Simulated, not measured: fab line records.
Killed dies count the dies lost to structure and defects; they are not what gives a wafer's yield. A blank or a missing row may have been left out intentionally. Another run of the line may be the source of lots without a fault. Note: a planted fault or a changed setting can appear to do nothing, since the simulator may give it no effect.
Which of the tools did it? + flow gf180mcu + 36 wafers from 12 lots sampled at 2 of the route's 602 steps

WHAT THE GAUGES READ, wafer by wafer
GF_V1_RS_MEAS_24: the measuring method here is four-point-probe. Usual: V1_W_RS typically reads 0.3263 ohm/sq, with standard deviation 0.0029.
| lot  | measured     | on           | V1_W_RS (ohm/sq)     | flag |
|------|--------------|--------------|----------------------|------|
| L573 | day 18 10:16 | filmMetro-02 | 0.3281 0.3257 0.3261 |      |
| L575 | day 19 05:44 | filmMetro-02 | 0.3232 0.3257 0.3239 |      |
| L577 | day 20 04:57 | filmMetro-01 | 0.3212 0.3207 0.3203 |      |
| L578 | day 20 09:44 | filmMetro-02 | 0.3287 0.3255 0.3294 |      |
| L579 | day 20 20:34 | filmMetro-01 | 0.3298 0.3226 0.3293 |      |
| L580 | day 21 10:02 | filmMetro-04 | 0.3300 0.3266 0.3232 |      |
| L583 | day 22 10:33 | filmMetro-02 | 0.3296 0.3298 0.3350 |      |
| L584 | day 22 18:59 | filmMetro-01 | 0.3282 0.3283 0.3309 |      |
| L585 | day 23 02:30 | filmMetro-01 | 0.3266 0.3313 0.3294 |      |
| L586 | day 23 18:34 | filmMetro-01 | 0.3239 0.3221 0.3243 |      |
| L588 | day 23 23:42 | filmMetro-01 | 0.3230 0.3232 0.3245 |      |
| L590 | day 24 21:23 | filmMetro-02 | 0.3174 0.3195 0.3211 |      |

TOOL THAT RAN EACH LOT (tool first, then ch and the chambers of the sampled wafers, then the start)
| lot  | GF_M1_SPUTTER_03            |
|------|-----------------------------|
| L573 | pvdSputter-04, day 16 09:40 |
| L575 | pvdSputter-04, day 17 03:28 |
| L577 | pvdSputter-03, day 18 01:33 |
| L578 | pvdSputter-04, day 18 06:48 |
| L579 | pvdSputter-02, day 18 17:40 |
| L580 | pvdSputter-02, day 19 07:27 |
| L583 | pvdSputter-02, day 20 07:55 |
| L584 | pvdSputter-04, day 20 16:35 |
| L585 | pvdSputter-02, day 21 00:35 |
| L586 | pvdSputter-02, day 21 17:39 |
| L588 | pvdSputter-02, day 21 23:23 |
| L590 | pvdSputter-02, day 22 23:29 |
- GF_M1_SPUTTER_03: material Ti, target thk 10 nm, time 6.7 s.

AS READ BY THE TOOLS THEMSELVES (means over the sampled wafers that have a number; for cases with no such wafer, the mark the record gives instead)
GF_M1_SPUTTER_03. Usual: cathodeDcPowerW 3000.1 W, standard deviation 0.53; substrateTempC 300.01 C, standard deviation 0.19; throttleValvePct 29.9 %, standard deviation 0.82.
| lot  | tool          | cathodeDcPowerW (W) | substrateTempC (C) | throttleValvePct (%) | flag |
|------|---------------|---------------------|--------------------|----------------------|------|
| L573 | pvdSputter-04 | 2999.4              | 300.06             | 30.5                 |      |
| L575 | pvdSputter-04 | 3000.0              | 299.93             | 30.1                 |      |
| L577 | pvdSputter-03 | 2999.8              | 300.11             | 29.9                 |      |
| L578 | pvdSputter-04 | 2999.6              | 300.11             | 30.1                 |      |
| L579 | pvdSputter-02 | 2999.8              | 300.04             | 29.7                 |      |
| L580 | pvdSputter-02 | 3000.0              | 300.02             | 29.8                 |      |
| L583 | pvdSputter-02 | 2999.9              | 300.01             | 29.2                 |      |
| L584 | pvdSputter-04 | 3000.1              | 300.00             | 30.3                 |      |
| L585 | pvdSputter-02 | 3000.7              | 299.88             | 30.8                 |      |
| L586 | pvdSputter-02 | 3000.0              | 300.07             | 29.7                 |      |
| L588 | pvdSputter-02 | 3113.2              | 300.06             | 29.7                 | OFF  |
| L590 | pvdSputter-02 | 3113.5              | 300.15             | 29.8                 | OFF  |

THE ANSWER, worked out from the rows above alone
Rule: take the mean of a lot's wafers that have a number; if it is more than 3 standard deviations from the usual mean, the lot is off. Also off: a lot with no number at a reading for which 4 or more lots have one. Where the step has rows for the other lots, those lots are counted as sound. First the gauges in route order, then the tools' own readings, where a lot's mean is used as printed above. At the first step where some lot is off, the reading lying furthest off is the one used; lots without a number count as furthest.
Off, at GF_M1_SPUTTER_03 on cathodeDcPowerW: L588, L590.
If a tool, at that step or one of the process steps before it, ran each lot that is off and ran no sound lot following the first of them, it fits. One fits: GF_M1_SPUTTER_03 on pvdSputter-02. Its last sound lot is L586 (day 21 17:39), its first lot that is off L588 (day 21 23:23): a fault that began between those two fits.
On the lots that are off, the tool's own readings at GF_M1_SPUTTER_03 differ by more than 5 times the standard deviation of the sound lots' means, which bears it out; cathodeDcPowerW reads 3113.3 W there versus 2999.9 W on the sound lots.

WHAT THE SIMULATOR PUT IN
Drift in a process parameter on pvdSputter-02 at GF_M1_SPUTTER_03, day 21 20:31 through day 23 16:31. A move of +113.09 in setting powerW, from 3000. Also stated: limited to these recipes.
Lots struck among those shown: L588, L590. The rule given above showed the same thing.
